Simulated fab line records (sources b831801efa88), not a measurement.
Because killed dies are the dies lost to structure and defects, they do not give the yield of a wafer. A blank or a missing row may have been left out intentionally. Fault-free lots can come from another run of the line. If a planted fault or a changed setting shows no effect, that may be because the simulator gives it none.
Comparing a struck lot with a sound one | flow sky130 | 29 steps out of a route of 708
Sound: the wafers L320.2, L320.4, L320.6. Struck: wafer L332.2 (L332.1, L332.3, from the same lot, were not struck and are left out); the cause is given at the end.
Order at every step that has rows: each side's tool, ch and its chambers, its first start. Under that, the readings that differ: sound wafers | struck wafers | difference of the means | sigmas: that difference in standard deviations of wafers without a fault.
alike: readings whose means differ by less than 2 such deviations, and words and numbers that are the same on both sides. not compared: withheld readings, readings that some wafer has no value for, bounds like >300 that may hide the same value, and numbers for which the record gives no deviation and whose values overlap.
The two part at a step that has a row with sigmas, a row that says differs or no value, or rows on one side only. Numbers that have no deviation but don't overlap get no sigmas and don't part them. Lack of a reading on every wafer of one side parts them only where that side has two or more wafers.

SKY_SD_N_OVL_MEAS_08:
  sound: overlay-02 at day 29 03:52; struck: overlay-01 at day 36 00:37
  alike: SD_N_OVL
then, 2 steps without rows for these wafers: SKY_SD_N_IMPLANT_09; SKY_SD_N_IMPLANT_10.
SKY_SD_N_STRIP_11: strips in O2/N2.
  sound on plasma-asher-04 ch 0,1, day 29 04:11; struck on plasma-asher-01 ch 0, day 36 00:56
  reading                      | sound             | struck | difference | sigmas
  drypump-motor-current-A (A)  | 5.6 5.8 5.8       | 4.7    | -1.0       | -2
  strip-time-to-endpoint-s (s) | 22.58 22.59 22.58 | 22.48  | -0.10      | -2
  alike: chamber-pressure-mTorr, n2-flow-sccm, oes-product-au
  not compared: rf-hours-counter-h
SKY_SD_N_TW_MEAS_12:
  sound: film-metro-03 at day 29 04:18; struck: film-metro-04 at day 36 01:02
  alike: SD_N_TW
then, 1 step without rows for these wafers: SKY_SD_N_CLEAN_13 (cleans in SC1/SC2, time 150 s).
SKY_SD_N_RTA_14: time 2 s.
  sound on rtp-anneal-01 ch 0, day 29 04:25; struck on rtp-anneal-01 ch 0, day 36 01:10
  alike: lamp-power-pct, wafer_temp_C_max
SKY_SD_N_RS_MEAS_16: measures by four-point-probe.
  sound: film-metro-04 at day 29 04:35; struck: film-metro-02 at day 36 01:20
  alike: SD_N_RS
SKY_SD_N_RS_MEAS_17: measures by four-point-probe.
  sound: film-metro-04 at day 29 04:43; struck: film-metro-02 at day 36 01:27
  alike: SD_P_RS
SKY_SD_N_RS_MEAS_18: measures by four-point-probe.
  sound: film-metro-04 at day 29 04:50; struck: film-metro-02 at day 36 01:34
  alike: RES_XHIGH_RS
then, 1 step without rows for these wafers: SKY_SALICIDE_CLEAN_00 (cleans in HF-last, time 30 s).
SKY_LI_CONTACT_HDPCVD_00: deposits PSG, target thk 930 nm, time 155 s.
  sound on hdpcvd-01 ch 0,1,2, day 29 04:57; struck on hdpcvd-01 ch 0,1,2, day 36 01:43
SKY_LI_CONTACT_THK_MEAS_01:
  sound: film-metro-02 at day 29 05:04; struck: film-metro-04 at day 36 01:49
  reading                    | sound       | struck | difference | sigmas
  LI_CONTACT_HDPCVD_THK (nm) | 924 934 946 | 772    | -163       | -19
SKY_LI_CONTACT_CMP_02: polishes PSG.
  sound on cmp-02 ch 1,2, day 29 05:07; struck on cmp-01 ch 2, day 36 01:52
  alike: motor-current-A, time-to-endpoint-s
SKY_LI_CONTACT_BOW_MEAS_03:
  sound: film-metro-03 at day 29 05:26; struck: film-metro-02 at day 36 02:10
  alike: LI_CONTACT_BOW
then, 8 steps without rows for these wafers: SKY_LI_CONTACT_DEHYDRATE_04 (time 60 s); SKY_LI_CONTACT_HMDS_05 (prime time 60 s); SKY_LI_CONTACT_COAT_06 (resist thk 60 nm); SKY_LI_CONTACT_COAT_07 (resist thk 450 nm); SKY_LI_CONTACT_SOFTBAKE_08 (time 90 s); SKY_LI_CONTACT_EXPOSE_09 (exposes mask LICM1, target cd 170 nm); SKY_LI_CONTACT_PEB_10; SKY_LI_CONTACT_DEVELOP_11 (develop time 60 s).
SKY_LI_CONTACT_CD_MEAS_12 targets a cd of 170 nm.
  sound: cd-sem-01 at day 30 09:36; struck: cd-sem-01 at day 37 04:05
  alike: cd-nm
SKY_LI_CONTACT_OVL_MEAS_13:
  sound: overlay-02 at day 30 09:43; struck: overlay-02 at day 37 04:12
  alike: LI_CONTACT_OVL
SKY_LI_CONTACT_ETCH_14: etches BARC in N2/H2, stops on SiO2, time 45.9 s, target depth 60 nm.
  sound on rie-diel-04 ch 0,1,3, day 30 09:44; struck on rie-diel-01 ch 3, day 37 04:14
  alike: chamber-pressure-mTorr, drypump-motor-current-A, n2-flow-sccm, oes-product-au, throttle-valve-pct
  not compared: rf-hours-counter-h
SKY_LI_CONTACT_ETCH_15: etches PSG in C4F8/O2/Ar, stops on Si, target depth 600 nm.
  sound on rie-diel-04 ch 0,1,3, day 30 09:47; struck on rie-diel-01 ch 3, day 37 04:17
  reading               | sound             | struck | difference | sigmas
  oes-product-au (a.u.) | 0.841 0.839 0.840 | 0.716  | -0.124     | -29
  alike: chamber-pressure-mTorr
SKY_LI_CONTACT_STRIP_16: strips in O2/N2.
  sound on plasma-asher-02 ch 0,1, day 30 09:52; struck on plasma-asher-04 ch 1, day 37 04:22
  alike: chamber-pressure-mTorr, drypump-motor-current-A, n2-flow-sccm, oes-product-au, strip-time-to-endpoint-s
  not compared: rf-hours-counter-h
-- the record jumps here: 14 days lie between the struck wafers' starts before and after (it left off in module LI_CONTACT and takes up again in module PAD_OPEN, whose first step shown is number 708 of the route) --
SKY_PAD_OPEN_PROBE_99:
  sound: prober-02 at day 46 23:00; struck: prober-01 at day 51 13:55
  reading            | sound    | struck | difference | sigmas
  killed-at-contacts | 21 20 32 | 41     | +17        | +3
  killed-on-rim      | 15 14 24 | 28     | +10        | +3
  alike: killed_at_M0_to_M3, killed_at_M4_up, killed-at-front-end, killed-at-other, killed-dies, killed-open, killed-short

== WHERE THEY PART ==
First at SKY_SD_N_STRIP_11; last, within this record, at SKY_PAD_OPEN_PROBE_99.

WHY: what had been put in by the simulator
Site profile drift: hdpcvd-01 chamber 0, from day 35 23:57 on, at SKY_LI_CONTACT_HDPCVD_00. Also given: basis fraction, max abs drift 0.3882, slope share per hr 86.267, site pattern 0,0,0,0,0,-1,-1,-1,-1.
